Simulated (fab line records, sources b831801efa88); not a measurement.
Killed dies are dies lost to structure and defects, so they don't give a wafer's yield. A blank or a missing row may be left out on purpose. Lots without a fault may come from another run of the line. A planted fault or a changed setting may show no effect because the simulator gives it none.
One fault seen from 2 desks | flow sky130 | each desk has only its own numbers; what lay behind them comes last

THE TOOL OWNER'S DESK: lpcvd-02
The tool's own readings at SKY_FIELD_ISO_CVD_03 (deposits Si3N4 from DCS/NH3, target thk 165 nm, time 2830 s): means of the sampled wafers that have a number, for each lot that ran on this tool. A lot is out of limits, marked OUT, if its mean lies more than 4 standard deviations from the usual mean; the brackets give that distance.
Columns: A = zone_power_lower_pct at SKY_FIELD_ISO_CVD_03, usual 12.78 %; B = zone_power_top_pct at SKY_FIELD_ISO_CVD_03, usual 29.5 %
lot  | first seen here | A     | B
L674 | day 1 16:41     | 12.86 | 29.9
L675 | day 1 22:28     | 12.86 | 30.2
L677 | day 2 07:55     | 12.76 | 28.1
L678 | day 2 13:10     | 12.81 | 30.4
L679 | day 2 20:33     | 12.77 | 28.4
L680 | day 2 23:34     | 12.60 | 28.4
L681 | day 3 03:47     | 12.88 | 30.3
L682 | day 3 09:34     | 12.70 | 28.2
L683 | day 3 13:41     | 12.98 | 30.4
L684 | day 3 21:55     | 12.93 | 30.2
L687 | day 4 12:33     | 12.79 | 30.3
L694 | day 5 23:20     | 12.75 | 28.5
This desk's finding: nothing out of limits on any of the 12 lots.

THE METROLOGY DESK
What the gauges read, lot by lot, whatever tool the lot ran on: means of the sampled wafers that have a number. A lot is out of limits, marked OUT, if its mean lies more than 4 standard deviations from the usual mean; the brackets give that distance.
Columns: A = CAPM_TIN_THK at SKY_CAPM_THK_MEAS_04, usual 202.6 nm
lot  | first seen here | A
L674 | day 37 10:21    | 202.7
L678 | day 37 11:25    | 200.4
L677 | day 37 13:18    | 201.1
L675 | day 37 13:38    | 205.6
L679 | day 37 13:58    | 206.2
L680 | day 37 16:46    | 202.7
L681 | day 38 18:40    | 198.9
L682 | day 38 19:22    | 200.9
L683 | day 39 01:31    | 206.5
L687 | day 43 13:35    | 200.9
L684 | day 43 14:20    | 200.5
L694 | day 43 15:19    | 202.2
This desk's finding: nothing out of limits on any of the 12 lots.

PUT TOGETHER
The tool owner's desk saw nothing out of limits.
The metrology desk saw nothing out of limits.

WHAT THE SIMULATOR HAD PUT IN
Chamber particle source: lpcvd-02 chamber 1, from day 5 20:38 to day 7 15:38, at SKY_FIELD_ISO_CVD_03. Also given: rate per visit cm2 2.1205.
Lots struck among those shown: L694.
